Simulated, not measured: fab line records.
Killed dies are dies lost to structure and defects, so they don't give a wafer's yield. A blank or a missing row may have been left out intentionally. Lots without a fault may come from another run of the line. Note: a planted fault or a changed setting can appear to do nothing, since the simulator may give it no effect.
fab line records	flow gf180mcu	part 2 of 2: steps 29 to 38 of 38
record: lots: 5	wafers: 15	last_day: 34
route steps=602 shown SAB@277 SALICIDE@278 CONTACT@287
lots with no fault: from the same line, run without faults
start_h: the number of hours between the record's first day and the start of the first shown wafer of the lot	wait_h: hours elapsed since this lot's preceding step	" same as the row above	L1.1+2: a single row standing in for several wafers	- no value, or no start was given	* or withheld: withheld	< > ~ a bound
route shown NAME@n: a module of which the file shows steps, and the number in the route of the first	usual: mean and standard deviation over wafers with no fault	same: alike in all rows	chamber/n: place in a boat	sites: per-site readings	_std_site: standard deviation across them	_edge_site: mean of outer sites minus mean of inner sites	radius_mm: for every site, how far away it sits from the centre of the wafer	mask NAME#n: copy n	behind: the most recent tool/chamber to have shaped the wafer	hold: what put the lot on hold/how long, in hours/how the hold closed	device: whichever transistor did not switch (one of n, p or np)	end of line: the same wafers' tests at the end of the route	a step given without rows: its recipe and nothing more	killed: dies lost to structure and defects at the first sort, not the wafer's yield	map: a wafer's dies, marking killed ones x, the rest . and places with no die _
set.NAME: the setting the step ran with; set.NAME@STEP: the setting that earlier step ran with	model.NAME: the simulator's own value behind a step, which no gauge read
lots seen at some steps along the route; tables by step, rows by wafer
services: from which hour (start_h, from the record's first day; less than 0 if before it) a tool's chamber was out of use, for how many hours, and why
== steps ==
step: GF_CONTACT_STRIP_18
recipe: chemistry: O2/N2	power_w: 1400	pressure_mtorr: 1500	platen_temp_c: 250	o2_flow_sccm: 3000	n2_flow_sccm: 300	overash_fraction: 0.5
usual: drypump_motor_current_A: 6.0/0.43	heater_power_w: 333/32	oes_product_au: 0.580/0.005
lot.wafer	tool	chamber	start_h	wait_h	drypump_motor_current_A	heater_power_w	oes_product_au	rf_hours_counter_h
L074.2	plasma_asher-04	1	365.86	-	6.6	293	0.583	55
L074.3	"	0	"	"	5.9	311	0.583	-
L074.6	"	0	"	"	5.8	320	0.584	-
L080.3	plasma_asher-03	1	424.20	-	5.5	345	0.587	-
L080.4	"	0	"	"	6.1	381	0.576	-
L080.6	"	1	"	"	5.5	349	0.572	-
L083.1	plasma_asher-01	0	448.05	-	5.2	416	0.578	2
L083.2	"	1	"	"	5.7	329	0.574	2
L083.5	"	1	"	"	5.7	316	0.572	-
L094.1	plasma_asher-04	0	540.72	-	5.9	314	0.582	72
L094.5	"	1	"	"	6.6	282	0.583	-
L094.6	"	0	"	"	5.9	323	0.589	-
L096.1	plasma_asher-04	0	554.35	-	5.8	315	0.580	74
L096.2	"	1	"	"	6.6	294	0.575	74
L096.4	"	0	"	"	5.8	314	0.573	-
step: GF_CONTACT_CLEAN_19
recipe: chemistry: SPM
lot.wafer	tool	chamber	start_h	wait_h
L074.2+3+6	wet_bench-03	1	365.96	0.1
L080.3+4+6	wet_bench-03	0	424.27	0.0
L083.1+2+5	wet_bench-02	2	448.15	0.1
L094.1+5+6	wet_bench-01	2	540.82	0.1
L096.1+2+4	wet_bench-03	3	554.45	0.1
step: GF_CONTACT_CLEAN_20
recipe: chemistry: DIW
lot.wafer	tool	chamber	start_h	wait_h
L074.2+3+6	wet_bench-01	1	366.05	0.0
L080.3+4+6	wet_bench-01	0	424.37	0.0
L083.1+2+5	wet_bench-03	1	448.26	0.0
L094.1+5+6	wet_bench-03	2	540.92	0.0
L096.1+2+4	wet_bench-02	1	554.55	0.0
step: GF_CONTACT_CLEAN_21
recipe: chemistry: dHF	time_s: 20	dilution: 100:1	dry: ipa_marangoni
lot.wafer	tool	chamber	start_h	wait_h
L074.2+3+6	wet_bench-02	2	366.14	0.0
L080.3+4+6	wet_bench-03	0	424.47	0.0
L083.1+2+5	wet_bench-03	2	448.36	0.0
L094.1+5+6	wet_bench-01	1	541.01	0.0
L096.1+2+4	wet_bench-03	0	554.64	0.0
step: GF_CONTACT_SPUTTER_22
recipe: material: Ti	target_thk_nm: 15	chamber_pressure_pa: 5	power_w: 2500	substrate_temp_c: 200	time_s: 80.02
usual: throttle_valve_pct: 29.9/1.5
lot.wafer	tool	chamber	start_h	wait_h	throttle_valve_pct
L074.2	pvd_sputter-04	-	366.15	0.0	31.0
L074.3	"	-	"	"	29.9
L074.6	"	-	"	"	31.4
L080.3	pvd_sputter-01	-	424.49	0.0	27.7
L080.4	"	-	"	"	30.8
L080.6	"	-	"	"	28.6
L083.1	pvd_sputter-03	-	448.38	0.0	28.7
L083.2	"	-	"	"	31.8
L083.5	"	-	"	"	32.2
L094.1	pvd_sputter-01	-	541.03	0.0	30.9
L094.5	"	-	"	"	30.7
L094.6	"	-	"	"	26.6
L096.1	pvd_sputter-03	-	554.66	0.0	31.9
L096.2	"	-	"	"	31.1
L096.4	"	-	"	"	31.0
step: GF_CONTACT_SPUTTER_23
recipe: material: TiN	target_thk_nm: 10	chamber_pressure_pa: 5	power_w: 4000	time_s: 40
usual: throttle_valve_pct: 30.0/1.5
lot.wafer	tool	chamber	start_h	wait_h	throttle_valve_pct
L074.2	pvd_sputter-04	-	366.22	0.0	31.1
L074.3	"	-	"	"	30.0
L074.6	"	-	"	"	31.2
L080.3	pvd_sputter-01	-	424.55	0.0	27.9
L080.4	"	-	"	"	30.8
L080.6	"	-	"	"	29.1
L083.1	pvd_sputter-03	-	448.44	0.0	28.6
L083.2	"	-	"	"	31.9
L083.5	"	-	"	"	31.6
L094.1	pvd_sputter-01	-	541.09	0.0	30.9
L094.5	"	-	"	"	30.8
L094.6	"	-	"	"	26.6
L096.1	pvd_sputter-03	-	554.72	0.0	31.8
L096.2	"	-	"	"	31.0
L096.4	"	-	"	"	30.7
step: GF_CONTACT_CVD_24
recipe: material: W	target_thk_nm: 300	time_s: 90.339	temp_c: 400	pressure_torr: 40
usual: heater_power_w: 887/78
lot.wafer	tool	chamber	start_h	wait_h	heater_power_w
L074.2	cvd_w-01	1	366.25	0.0	875
L074.3	"	1	"	"	918
L074.6	"	1	"	"	879
L080.3	cvd_w-01	0	424.62	0.1	882
L080.4	"	1	"	"	887
L080.6	"	1	"	"	889
L083.1	cvd_w-02	1	448.48	0.0	785
L083.2	"	0	"	"	1005
L083.5	"	1	"	"	775
L094.1	cvd_w-01	0	541.13	0.0	881
L094.5	"	0	"	"	869
L094.6	"	1	"	"	895
L096.1	cvd_w-02	0	554.76	0.0	968
L096.2	"	1	"	"	785
L096.4	"	1	"	"	755
step: GF_CONTACT_RS_MEAS_25
recipe: thk_meas_gauge: four-point-probe	reads: W_of_CONTACT_CVD_24+TiN_of_CONTACT_SPUTTER_23+Ti_of_CONTACT_SPUTTER_22
usual: CONTACT_W_RS: 0.382/0.0054
lot.wafer	tool	chamber	start_h	wait_h	CONTACT_W_RS[ohm/sq]
L074.2	film_metro-02	-	366.38	0.1	0.373
L074.3	"	-	"	"	0.377
L074.6	"	-	"	"	0.380
L080.3	film_metro-02	-	424.73	0.1	0.375
L080.4	"	-	"	"	0.374
L080.6	"	-	"	"	0.378
L083.1	film_metro-04	-	448.58	0.1	0.384
L083.2	"	-	"	"	0.377
L083.5	"	-	"	"	0.384
L094.1	film_metro-02	-	541.23	0.1	0.379
L094.5	"	-	"	"	0.380
L094.6	"	-	"	"	0.375
L096.1	film_metro-04	-	554.88	0.1	0.376
L096.2	"	-	"	"	0.391
L096.4	"	-	"	"	0.389
step: GF_CONTACT_THK_MEAS_26
recipe: thk_meas_gauge: xrf	reads: W_of_CONTACT_CVD_24
usual: CONTACT_W_THK: 289/5.2
lot.wafer	tool	chamber	start_h	wait_h	CONTACT_W_THK[nm]
L074.2	film_metro-02	-	366.49	0.1	295
L074.3	"	-	"	"	292
L074.6	"	-	"	"	291
L080.3	film_metro-02	-	424.83	0.1	298
L080.4	"	-	"	"	297
L080.6	"	-	"	"	293
L083.1	film_metro-04	-	448.70	0.1	284
L083.2	"	-	"	"	288
L083.5	"	-	"	"	284
L094.1	film_metro-02	-	541.35	0.1	295
L094.5	"	-	"	"	293
L094.6	"	-	"	"	298
L096.1	film_metro-04	-	555.00	0.1	293
L096.2	"	-	"	"	284
L096.4	"	-	"	"	285
step: GF_CONTACT_CMP_27
recipe: stop_on: SiO2	down_force_psi: 3.5	platen_rpm: 60	t_overpolish_s: 15	target_thk_nm: 0	pad_velocity_m_s: 0.94248
usual: motor_current_A: 11.0/1.1	overpolish_run_s: 14.999/0.0092	time_to_endpoint_s: 72.7/2.7
lot.wafer	tool	chamber	start_h	wait_h	motor_current_A	overpolish_run_s	time_to_endpoint_s
L074.3	cmp-01	2	366.59	0.1	11.2	14.997	72.2
L074.2	"	0	"	"	12.5	15.004	72.8
L074.6	"	2	"	"	11.4	14.985	75.7
L080.3	cmp-01	0	424.87	0.0	13.0	14.997	68.6
L080.4	"	3	"	"	12.8	15.030	71.2
L080.6	"	0	"	"	12.5	14.997	67.7
L083.2	cmp-01	2	448.76	0.0	10.8	14.994	73.2
L083.1	"	0	"	"	13.0	14.999	65.7
L083.5	"	3	"	"	12.7	14.984	71.6
L094.1	cmp-02	2	541.56	0.2	10.3	14.985	73.0
L094.6	"	3	"	"	9.3	14.995	78.2
L094.5	"	0	"	"	10.1	15.007	72.6
L096.1	cmp-01	1	555.06	0.1	9.9	15.005	76.3
L096.4	"	3	"	"	12.3	14.986	72.5
L096.2	"	0	"	"	12.3	15.000	71.3
== services ==
tool	chamber	start_h	hours	kind
rie_diel-03	2	357.39	2.7	repair
pvd_sputter-01	-	358.12	3.1	repair
pvd_sputter-02	-	367.53	5.7	repair
cmp-01	-	367.53	0.8	repair
cmp-02	-	373.33	7.2	pm
cmp-02	-	380.54	9.7	pm
pvd_sputter-01	-	380.71	2.4	repair
cmp-01	-	384.75	0.4	repair
cmp-01	-	390.21	14.0	pm
rie_diel-03	0	397.93	14.8	repair
cmp-01	-	409.41	4.0	pm
cmp-01	-	420.17	3.8	repair
pvd_sputter-02	-	422.67	21.6	repair
wet_bench-01	-	438.19	11.9	repair
wet_bench-03	-	453.49	4.4	pm
pvd_sputter-01	-	457.69	20.2	repair
cmp-01	-	471.22	8.5	pm
cmp-02	-	485.80	0.7	repair
rie_diel-03	0	498.29	7.1	repair
cmp-02	-	502.87	0.2	repair
cmp-01	-	517.65	3.3	pm
rie_diel-03	-	518.57	0.3	repair
plasma_asher-04	-	526.54	1.5	repair
cmp-01	-	529.60	3.6	repair
